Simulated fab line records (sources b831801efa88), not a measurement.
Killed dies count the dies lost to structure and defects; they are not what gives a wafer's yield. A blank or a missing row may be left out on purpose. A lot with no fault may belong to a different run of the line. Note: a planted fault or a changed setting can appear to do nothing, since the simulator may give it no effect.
A sampling plan put to the test | flow sfq line | one fab line, 54 faults that these records tell of, each judged on the records of the lots that it struck
The line's own looks make up the plan; these are the steps of the route where a gauge or inspection reads the wafer and leaves it unchanged. A look can be judged if struck wafers have a number there and the file gives its usual mean and standard deviation on fault-free wafers. Caught: 4 or more of those standard deviations (sigma) separate the usual mean from the mean of the struck wafers at a look after the fault's first step. On the tool: the fault's steps, tested the same way using the tool's own readings. Another recipe on the struck wafers, or a record that is blank for them alone, also counts as caught.

THE FAULTS, as the simulator had put them in
1. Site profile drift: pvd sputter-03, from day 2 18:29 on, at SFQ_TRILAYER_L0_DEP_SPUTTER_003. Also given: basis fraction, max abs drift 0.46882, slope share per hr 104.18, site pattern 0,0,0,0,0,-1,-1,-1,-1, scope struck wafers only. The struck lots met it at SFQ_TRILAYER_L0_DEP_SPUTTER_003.
2. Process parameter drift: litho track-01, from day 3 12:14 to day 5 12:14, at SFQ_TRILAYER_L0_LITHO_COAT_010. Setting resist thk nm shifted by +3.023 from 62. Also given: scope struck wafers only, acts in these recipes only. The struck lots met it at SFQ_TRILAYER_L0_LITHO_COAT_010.
3. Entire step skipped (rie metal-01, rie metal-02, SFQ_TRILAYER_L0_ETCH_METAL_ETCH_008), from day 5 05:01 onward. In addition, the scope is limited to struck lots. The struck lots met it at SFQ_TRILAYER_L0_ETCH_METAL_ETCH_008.
4. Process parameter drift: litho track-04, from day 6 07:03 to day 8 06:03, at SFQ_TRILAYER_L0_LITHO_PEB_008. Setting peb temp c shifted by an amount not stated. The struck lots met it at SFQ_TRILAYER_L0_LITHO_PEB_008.
5. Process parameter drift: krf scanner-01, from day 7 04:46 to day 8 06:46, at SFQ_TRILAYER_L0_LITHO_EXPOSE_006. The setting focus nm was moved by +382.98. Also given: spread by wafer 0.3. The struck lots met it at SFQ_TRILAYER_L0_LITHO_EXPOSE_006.
6. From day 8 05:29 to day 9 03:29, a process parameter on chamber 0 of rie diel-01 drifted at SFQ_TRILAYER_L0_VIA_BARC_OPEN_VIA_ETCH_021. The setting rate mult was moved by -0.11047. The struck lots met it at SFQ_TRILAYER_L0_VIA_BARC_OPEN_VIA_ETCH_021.
7. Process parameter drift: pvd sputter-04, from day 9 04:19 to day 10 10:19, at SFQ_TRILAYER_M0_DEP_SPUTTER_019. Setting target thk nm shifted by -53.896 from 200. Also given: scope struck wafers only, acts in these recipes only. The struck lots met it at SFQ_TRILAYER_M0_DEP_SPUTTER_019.
8. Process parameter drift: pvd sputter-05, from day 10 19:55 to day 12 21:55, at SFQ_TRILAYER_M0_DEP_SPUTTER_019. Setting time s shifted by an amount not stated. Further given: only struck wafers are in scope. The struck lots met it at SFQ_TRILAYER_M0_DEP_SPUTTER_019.
9. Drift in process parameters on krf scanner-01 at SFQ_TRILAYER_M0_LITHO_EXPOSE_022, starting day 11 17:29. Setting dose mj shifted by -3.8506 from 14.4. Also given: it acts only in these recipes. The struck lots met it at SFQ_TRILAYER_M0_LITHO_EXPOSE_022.
10. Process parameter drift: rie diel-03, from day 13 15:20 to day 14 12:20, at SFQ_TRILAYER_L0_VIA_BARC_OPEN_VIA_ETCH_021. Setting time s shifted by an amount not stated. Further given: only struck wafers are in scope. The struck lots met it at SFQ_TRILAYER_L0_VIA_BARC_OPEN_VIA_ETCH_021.
11. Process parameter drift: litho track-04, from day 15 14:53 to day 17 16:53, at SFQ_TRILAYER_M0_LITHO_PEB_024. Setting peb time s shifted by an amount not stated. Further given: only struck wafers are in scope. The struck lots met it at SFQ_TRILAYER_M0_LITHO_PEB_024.
12. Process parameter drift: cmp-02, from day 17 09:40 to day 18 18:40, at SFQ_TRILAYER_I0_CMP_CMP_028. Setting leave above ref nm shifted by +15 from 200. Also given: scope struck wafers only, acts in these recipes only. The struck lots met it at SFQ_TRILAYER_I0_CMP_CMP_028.
13. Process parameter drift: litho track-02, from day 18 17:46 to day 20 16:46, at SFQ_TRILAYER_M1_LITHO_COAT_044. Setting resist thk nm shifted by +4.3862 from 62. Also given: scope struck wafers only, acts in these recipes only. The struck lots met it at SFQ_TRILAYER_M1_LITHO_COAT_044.
14. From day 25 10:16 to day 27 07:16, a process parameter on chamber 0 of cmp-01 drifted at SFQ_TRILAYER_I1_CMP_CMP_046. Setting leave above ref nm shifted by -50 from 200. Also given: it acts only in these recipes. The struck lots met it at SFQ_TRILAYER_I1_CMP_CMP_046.
15. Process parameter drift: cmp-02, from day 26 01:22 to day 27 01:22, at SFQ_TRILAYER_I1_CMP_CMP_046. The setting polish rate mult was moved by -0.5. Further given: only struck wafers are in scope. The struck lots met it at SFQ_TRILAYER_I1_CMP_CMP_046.
16. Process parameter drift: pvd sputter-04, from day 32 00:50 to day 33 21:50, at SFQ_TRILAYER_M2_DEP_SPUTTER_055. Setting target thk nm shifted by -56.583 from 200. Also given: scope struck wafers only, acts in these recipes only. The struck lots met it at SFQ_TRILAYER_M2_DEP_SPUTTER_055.
17. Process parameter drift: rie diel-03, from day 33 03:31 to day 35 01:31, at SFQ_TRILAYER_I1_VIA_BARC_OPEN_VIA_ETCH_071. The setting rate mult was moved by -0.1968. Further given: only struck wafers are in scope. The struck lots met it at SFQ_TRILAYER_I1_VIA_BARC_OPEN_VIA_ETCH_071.
18. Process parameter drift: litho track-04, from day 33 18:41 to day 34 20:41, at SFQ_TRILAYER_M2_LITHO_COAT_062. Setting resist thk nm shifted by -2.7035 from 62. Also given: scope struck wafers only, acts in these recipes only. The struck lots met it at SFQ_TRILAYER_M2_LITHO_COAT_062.
19. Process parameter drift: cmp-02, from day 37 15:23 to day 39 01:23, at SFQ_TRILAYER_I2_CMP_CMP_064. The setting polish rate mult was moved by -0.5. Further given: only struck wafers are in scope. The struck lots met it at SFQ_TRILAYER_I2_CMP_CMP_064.
20. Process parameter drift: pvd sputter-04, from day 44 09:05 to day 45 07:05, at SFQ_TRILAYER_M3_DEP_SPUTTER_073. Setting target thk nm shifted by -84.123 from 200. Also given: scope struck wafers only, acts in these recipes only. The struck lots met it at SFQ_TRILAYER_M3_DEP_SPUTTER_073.
21. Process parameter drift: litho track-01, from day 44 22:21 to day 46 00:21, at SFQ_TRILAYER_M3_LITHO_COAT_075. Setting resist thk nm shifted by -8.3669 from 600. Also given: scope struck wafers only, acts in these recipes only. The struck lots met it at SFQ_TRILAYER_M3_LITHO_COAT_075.
22. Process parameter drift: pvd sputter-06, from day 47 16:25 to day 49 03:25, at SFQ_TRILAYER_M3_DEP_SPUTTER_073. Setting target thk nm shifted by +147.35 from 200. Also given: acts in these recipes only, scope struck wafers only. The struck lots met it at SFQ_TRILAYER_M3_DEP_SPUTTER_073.
23. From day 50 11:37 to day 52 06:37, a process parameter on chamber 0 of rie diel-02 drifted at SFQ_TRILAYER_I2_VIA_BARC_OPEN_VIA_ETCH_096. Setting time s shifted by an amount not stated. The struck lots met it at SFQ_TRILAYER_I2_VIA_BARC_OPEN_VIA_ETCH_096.
24. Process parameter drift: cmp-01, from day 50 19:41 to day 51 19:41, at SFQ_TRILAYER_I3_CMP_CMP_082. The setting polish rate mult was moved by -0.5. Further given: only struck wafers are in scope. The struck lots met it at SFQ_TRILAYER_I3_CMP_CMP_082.
25. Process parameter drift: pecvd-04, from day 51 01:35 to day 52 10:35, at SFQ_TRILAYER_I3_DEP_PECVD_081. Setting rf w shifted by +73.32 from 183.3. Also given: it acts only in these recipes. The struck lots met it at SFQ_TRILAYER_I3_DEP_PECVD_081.
26. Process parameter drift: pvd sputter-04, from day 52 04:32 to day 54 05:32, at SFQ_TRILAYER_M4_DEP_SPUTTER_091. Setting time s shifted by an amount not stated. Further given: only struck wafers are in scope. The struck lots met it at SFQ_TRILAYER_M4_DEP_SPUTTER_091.
27. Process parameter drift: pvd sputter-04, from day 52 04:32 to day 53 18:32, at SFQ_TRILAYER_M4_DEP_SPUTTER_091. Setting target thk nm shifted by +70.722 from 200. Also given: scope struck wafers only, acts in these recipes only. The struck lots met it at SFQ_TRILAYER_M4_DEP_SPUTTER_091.
28. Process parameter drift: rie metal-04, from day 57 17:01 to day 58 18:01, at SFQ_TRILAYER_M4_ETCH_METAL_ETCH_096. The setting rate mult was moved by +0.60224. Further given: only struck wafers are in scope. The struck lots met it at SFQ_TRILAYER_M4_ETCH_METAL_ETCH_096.
29. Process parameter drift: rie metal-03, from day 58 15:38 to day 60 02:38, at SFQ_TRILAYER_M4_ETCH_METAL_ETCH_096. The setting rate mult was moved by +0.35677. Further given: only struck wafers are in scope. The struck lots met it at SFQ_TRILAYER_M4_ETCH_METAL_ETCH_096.
30. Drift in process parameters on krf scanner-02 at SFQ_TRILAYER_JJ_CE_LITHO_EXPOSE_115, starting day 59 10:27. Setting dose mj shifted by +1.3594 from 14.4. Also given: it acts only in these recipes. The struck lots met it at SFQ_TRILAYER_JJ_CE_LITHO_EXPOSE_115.
31. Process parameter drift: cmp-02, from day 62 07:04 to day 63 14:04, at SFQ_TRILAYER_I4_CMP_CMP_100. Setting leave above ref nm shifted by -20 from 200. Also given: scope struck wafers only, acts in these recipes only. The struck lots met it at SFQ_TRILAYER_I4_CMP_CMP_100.
32. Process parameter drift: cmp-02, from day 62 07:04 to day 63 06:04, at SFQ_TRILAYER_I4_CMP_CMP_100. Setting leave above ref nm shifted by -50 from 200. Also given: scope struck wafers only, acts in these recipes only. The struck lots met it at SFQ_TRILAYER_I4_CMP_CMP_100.
33. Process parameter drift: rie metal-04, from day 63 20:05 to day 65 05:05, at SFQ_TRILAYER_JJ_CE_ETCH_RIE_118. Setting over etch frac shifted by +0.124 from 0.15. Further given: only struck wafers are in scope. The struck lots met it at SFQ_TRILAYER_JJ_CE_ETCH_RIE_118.
34. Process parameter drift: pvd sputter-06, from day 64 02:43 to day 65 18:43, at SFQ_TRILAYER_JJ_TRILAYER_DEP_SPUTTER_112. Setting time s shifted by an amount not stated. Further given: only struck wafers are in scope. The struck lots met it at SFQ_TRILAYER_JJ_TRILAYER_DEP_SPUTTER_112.
35. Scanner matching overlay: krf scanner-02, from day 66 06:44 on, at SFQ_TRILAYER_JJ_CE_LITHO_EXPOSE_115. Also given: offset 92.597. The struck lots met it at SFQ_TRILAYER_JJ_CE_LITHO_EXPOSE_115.
36. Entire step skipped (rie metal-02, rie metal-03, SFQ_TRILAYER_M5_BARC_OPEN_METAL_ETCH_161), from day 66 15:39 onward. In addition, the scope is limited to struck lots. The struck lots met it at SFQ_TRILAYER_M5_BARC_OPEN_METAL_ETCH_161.
37. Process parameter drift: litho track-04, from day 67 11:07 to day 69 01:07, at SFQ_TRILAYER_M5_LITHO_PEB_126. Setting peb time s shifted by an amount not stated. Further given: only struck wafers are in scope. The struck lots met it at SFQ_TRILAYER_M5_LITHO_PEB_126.
38. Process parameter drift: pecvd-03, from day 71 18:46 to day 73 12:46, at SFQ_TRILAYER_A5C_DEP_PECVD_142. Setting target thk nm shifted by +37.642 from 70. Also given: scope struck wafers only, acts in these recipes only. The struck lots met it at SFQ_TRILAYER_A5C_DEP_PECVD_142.
39. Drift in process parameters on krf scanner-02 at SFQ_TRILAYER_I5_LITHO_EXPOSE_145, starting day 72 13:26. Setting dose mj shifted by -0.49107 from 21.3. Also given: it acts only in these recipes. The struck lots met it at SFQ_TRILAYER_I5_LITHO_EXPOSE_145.
40. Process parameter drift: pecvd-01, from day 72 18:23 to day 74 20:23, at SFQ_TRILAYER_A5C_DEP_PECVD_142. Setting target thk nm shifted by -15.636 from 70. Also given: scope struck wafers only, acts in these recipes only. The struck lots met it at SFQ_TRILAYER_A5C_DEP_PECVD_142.
41. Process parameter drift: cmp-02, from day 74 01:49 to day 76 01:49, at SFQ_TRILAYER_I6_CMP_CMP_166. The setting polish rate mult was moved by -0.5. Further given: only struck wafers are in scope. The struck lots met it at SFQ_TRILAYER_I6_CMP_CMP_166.
42. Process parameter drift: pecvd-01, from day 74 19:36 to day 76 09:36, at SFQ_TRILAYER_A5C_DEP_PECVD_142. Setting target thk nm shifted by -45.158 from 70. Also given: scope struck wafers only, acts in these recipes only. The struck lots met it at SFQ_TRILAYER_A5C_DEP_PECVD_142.
43. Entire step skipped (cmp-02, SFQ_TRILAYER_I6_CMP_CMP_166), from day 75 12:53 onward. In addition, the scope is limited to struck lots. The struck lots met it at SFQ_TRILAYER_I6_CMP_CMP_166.
44. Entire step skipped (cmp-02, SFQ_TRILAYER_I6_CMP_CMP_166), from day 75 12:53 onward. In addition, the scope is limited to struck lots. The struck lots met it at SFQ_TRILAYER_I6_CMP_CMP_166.
45. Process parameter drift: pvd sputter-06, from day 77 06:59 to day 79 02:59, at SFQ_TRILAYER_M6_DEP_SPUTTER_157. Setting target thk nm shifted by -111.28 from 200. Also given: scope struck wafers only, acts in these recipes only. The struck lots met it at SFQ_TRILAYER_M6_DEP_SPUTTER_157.
46. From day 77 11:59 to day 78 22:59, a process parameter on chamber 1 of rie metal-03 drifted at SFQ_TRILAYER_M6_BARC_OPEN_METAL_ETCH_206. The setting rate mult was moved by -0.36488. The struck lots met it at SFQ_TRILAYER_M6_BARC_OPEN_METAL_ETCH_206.
47. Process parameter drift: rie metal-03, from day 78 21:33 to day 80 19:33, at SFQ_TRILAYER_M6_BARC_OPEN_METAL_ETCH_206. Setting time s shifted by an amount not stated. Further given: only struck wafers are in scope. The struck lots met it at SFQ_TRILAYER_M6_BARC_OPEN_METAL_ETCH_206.
48. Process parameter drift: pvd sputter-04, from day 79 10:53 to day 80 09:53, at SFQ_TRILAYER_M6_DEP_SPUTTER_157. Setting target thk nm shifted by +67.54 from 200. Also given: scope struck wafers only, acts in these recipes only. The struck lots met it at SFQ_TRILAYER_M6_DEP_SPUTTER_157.
49. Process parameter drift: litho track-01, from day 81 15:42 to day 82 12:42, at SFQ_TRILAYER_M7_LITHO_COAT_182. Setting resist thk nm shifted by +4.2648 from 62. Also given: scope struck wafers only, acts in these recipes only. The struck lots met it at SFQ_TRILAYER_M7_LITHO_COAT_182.
50. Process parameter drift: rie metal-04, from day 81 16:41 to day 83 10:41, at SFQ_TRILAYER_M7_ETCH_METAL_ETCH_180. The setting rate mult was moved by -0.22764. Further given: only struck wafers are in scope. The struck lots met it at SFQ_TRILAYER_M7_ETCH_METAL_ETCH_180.
51. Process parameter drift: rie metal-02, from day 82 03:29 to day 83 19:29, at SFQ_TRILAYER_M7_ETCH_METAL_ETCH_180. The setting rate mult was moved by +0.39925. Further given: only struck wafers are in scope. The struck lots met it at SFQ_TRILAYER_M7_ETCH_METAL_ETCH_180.
52. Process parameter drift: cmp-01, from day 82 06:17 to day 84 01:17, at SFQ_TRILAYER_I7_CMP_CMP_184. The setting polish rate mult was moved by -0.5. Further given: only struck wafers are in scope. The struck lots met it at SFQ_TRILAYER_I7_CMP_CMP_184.
53. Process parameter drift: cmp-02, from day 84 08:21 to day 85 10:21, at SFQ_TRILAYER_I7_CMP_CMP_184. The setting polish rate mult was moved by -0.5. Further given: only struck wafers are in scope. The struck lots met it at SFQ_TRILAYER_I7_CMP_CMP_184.
54. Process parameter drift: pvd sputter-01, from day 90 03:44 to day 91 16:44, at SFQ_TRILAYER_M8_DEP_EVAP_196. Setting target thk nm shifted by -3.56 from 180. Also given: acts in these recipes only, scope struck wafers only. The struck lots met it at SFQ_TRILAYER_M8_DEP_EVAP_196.

WHAT THE PLAN SAW
fault | on the tool itself                               | first look that catches it                      | reading, sigma         | median hours from its first step to that look | hours from the fault's start to the first struck lot there | judged looks passed uncaught
1     | under 2 sigma                                    | SFQ_L0_RS_MEAS_901                              | L0_MONX_KI_RS +33      | 0.1                                           | 25                                                         | 0
2     | under 2 sigma                                    | no look after it can be judged                  | -                      | -                                             | -                                                          | 0
3     | no reading that can be judged                    | none of the 4 looks that can be judged after it | -                      | -                                             | -                                                          | 4
4     | heater power total W -99 or beyond sigma         | no look after it can be judged                  | -                      | -                                             | -                                                          | 0
5     | under 2 sigma                                    | no look after it can be judged                  | -                      | -                                             | -                                                          | 0
6     | under 2 sigma                                    | no look after it can be judged                  | -                      | -                                             | -                                                          | 0
7     | under 2 sigma                                    | SFQ_M0_RS_MEAS_904                              | M0_NB_RS +38           | 0.1                                           | 10                                                         | 0
8     | under 2 sigma                                    | SFQ_M0_RS_MEAS_904                              | M0_NB_RS +19           | 0.1                                           | 22                                                         | 0
9     | exposure dose mJ cm2 -99 or beyond sigma         | none of the 5 looks that can be judged after it | -                      | -                                             | -                                                          | 5
10    | oes product au +23 sigma                         | no look after it can be judged                  | -                      | -                                             | -                                                          | 0
11    | heater power total W +99 or beyond sigma         | not the one look that can be judged after it    | -                      | -                                             | -                                                          | 1
12    | under 2 sigma                                    | none of the 3 looks that can be judged after it | -                      | -                                             | -                                                          | 3
13    | under 2 sigma                                    | no look after it can be judged                  | -                      | -                                             | -                                                          | 0
14    | time to endpoint s +6.0 sigma                    | no look after it can be judged                  | -                      | -                                             | -                                                          | 0
15    | time to endpoint s +9.3 sigma                    | not the one look that can be judged after it    | -                      | -                                             | -                                                          | 1
16    | under 2 sigma                                    | SFQ_M2_RS_MEAS_914                              | M2_NB_RS +45           | 0.1                                           | 4                                                          | 0
17    | under 2 sigma                                    | no look after it can be judged                  | -                      | -                                             | -                                                          | 0
18    | no reading that can be judged                    | not the one look that can be judged after it    | -                      | -                                             | -                                                          | 1
19    | time to endpoint s +9.5 sigma                    | no look after it can be judged                  | -                      | -                                             | -                                                          | 0
20    | under 2 sigma                                    | SFQ_M3_RS_MEAS_919                              | M3_NB_RS +89           | 0.1                                           | 4                                                          | 0
21    | under 2 sigma                                    | not the one look that can be judged after it    | -                      | -                                             | -                                                          | 1
22    | under 2 sigma                                    | SFQ_M3_RS_MEAS_919                              | M3_NB_RS -51           | 0.1                                           | 13                                                         | 0
23    | run length s +8.7 sigma                          | no look after it can be judged                  | -                      | -                                             | -                                                          | 0
24    | time to endpoint s +10 sigma                     | no look after it can be judged                  | -                      | -                                             | -                                                          | 0
25    | rf fwd power W +99 or beyond sigma               | no look after it can be judged                  | -                      | -                                             | -                                                          | 0
26    | only faintly: throttle valve pct +2.0 sigma      | SFQ_M4_RS_MEAS_924                              | M4_NB_RS +26           | 0.1                                           | 11                                                         | 0
27    | only faintly: throttle valve pct +2.4 sigma      | SFQ_M4_RS_MEAS_924                              | M4_NB_RS -26           | 0.1                                           | 11                                                         | 0
28    | under 2 sigma                                    | no look after it can be judged                  | -                      | -                                             | -                                                          | 0
29    | under 2 sigma                                    | no look after it can be judged                  | -                      | -                                             | -                                                          | 0
30    | exposure dose mJ cm2 +85 sigma                   | not the one look that can be judged after it    | -                      | -                                             | -                                                          | 1
31    | under 2 sigma                                    | no look after it can be judged                  | -                      | -                                             | -                                                          | 0
32    | time to endpoint s +4.1 sigma                    | no look after it can be judged                  | -                      | -                                             | -                                                          | 0
33    | oes product au -8.3 sigma                        | no look after it can be judged                  | -                      | -                                             | -                                                          | 0
34    | under 2 sigma                                    | SFQ_JJ_RS_MEAS_929                              | JJ_NB_RS -27           | 0.1                                           | 5                                                          | 0
35    | no reading that can be judged                    | SFQ_JJ_OVL_MEAS_931                             | J5_OVL +21             | 1.2                                           | 8                                                          | 0
36    | the tool's record is blank for the struck wafers | not the one look that can be judged after it    | -                      | -                                             | -                                                          | 1
37    | no reading that can be judged                    | not the one look that can be judged after it    | -                      | -                                             | -                                                          | 1
38    | under 2 sigma                                    | no look after it can be judged                  | -                      | -                                             | -                                                          | 0
39    | exposure dose mJ cm2 -23 sigma                   | not the one look that can be judged after it    | -                      | -                                             | -                                                          | 1
40    | under 2 sigma                                    | not the one look that can be judged after it    | -                      | -                                             | -                                                          | 1
41    | time to endpoint s +11 sigma                     | no look after it can be judged                  | -                      | -                                             | -                                                          | 0
42    | under 2 sigma                                    | no look after it can be judged                  | -                      | -                                             | -                                                          | 0
43    | the tool's record is blank for the struck wafers | no look after it can be judged                  | -                      | -                                             | -                                                          | 0
44    | the tool's record is blank for the struck wafers | no look after it can be judged                  | -                      | -                                             | -                                                          | 0
45    | under 2 sigma                                    | SFQ_M6_RS_MEAS_938                              | M6_NB_RS +99 or beyond | 0.1                                           | 3                                                          | 0
46    | under 2 sigma                                    | no look after it can be judged                  | -                      | -                                             | -                                                          | 0
47    | oes product au +7.5 sigma                        | no look after it can be judged                  | -                      | -                                             | -                                                          | 0
48    | under 2 sigma                                    | SFQ_M6_RS_MEAS_938                              | M6_NB_RS -29           | 0.1                                           | 1                                                          | 0
49    | no reading that can be judged                    | none of the 2 looks that can be judged after it | -                      | -                                             | -                                                          | 2
50    | oes product au -5.1 sigma                        | none of the 5 looks that can be judged after it | -                      | -                                             | -                                                          | 5
51    | under 2 sigma                                    | no look after it can be judged                  | -                      | -                                             | -                                                          | 0
52    | time to endpoint s +11 sigma                     | no look after it can be judged                  | -                      | -                                             | -                                                          | 0
53    | time to endpoint s +10 sigma                     | not the one look that can be judged after it    | -                      | -                                             | -                                                          | 1
54    | no reading that can be judged                    | none of the 3 looks that can be judged after it | -                      | -                                             | -                                                          | 3
A dash: this means the fault isn't caught or the number doesn't appear in these records.

Caught at a look: 12 of 54. Caught on the tool: 22 of 54. By one or the other: 34 of 54.
On the tool alone, faults 4, 9, 10, 11, 14, 15, 19, 23, 24, 25, 30, 32, 33, 36, 39, 41, 43, 44, 47, 50, 52, 53 were caught.
Caught at a look alone: faults 1, 7, 8, 16, 20, 22, 26, 27, 34, 35, 45, 48.
Caught by neither: faults 2, 3, 5, 6, 12, 13, 17, 18, 21, 28, 29, 31, 37, 38, 40, 42, 46, 49, 51, 54.

THINNER SAMPLING
If the look that catches a fault measured only every second or every third lot, by lot number, the first struck lot would be measured this late in the worst case:
fault | struck lots at that look, in order of time | every lot | every second lot | every third lot
1     | L642, L643                                 | 25 h      | 30 h             | may miss all 2
7     | L566, L570                                 | 10 h      | may miss all 2   | may miss all 2
8     | L238, L241                                 | 22 h      | 48 h             | may miss all 2
16    | L365, L367, L368                           | 4 h       | 16 h             | may miss all 3
20    | L914, L915                                 | 4 h       | 12 h             | may miss all 2
22    | L403, L404                                 | 13 h      | 34 h             | may miss all 2
26    | L174, L175                                 | 11 h      | 34 h             | may miss all 2
27    | L337                                       | 11 h      | may miss it      | may miss it
34    | L174                                       | 5 h       | may miss it      | may miss it
35    | L435, L436                                 | 8 h       | 24 h             | may miss all 2
45    | L372, L374                                 | 3 h       | may miss all 2   | may miss all 2
48    | L981, L983                                 | 1 h       | may miss all 2   | may miss all 2
Hours are from the fault's start to the first struck lot that is measured. The limit of 4 sigma was tested on all struck wafers together, so one lot alone may lie under it. Other struck lots may not be in these records.

THE LONGEST TIMED WAY FROM STEP TO LOOK
Fault 35: a median of 1.2 hours passes between SFQ_TRILAYER_JJ_CE_LITHO_EXPOSE_115 and SFQ_JJ_OVL_MEAS_931. No look between them can be judged.
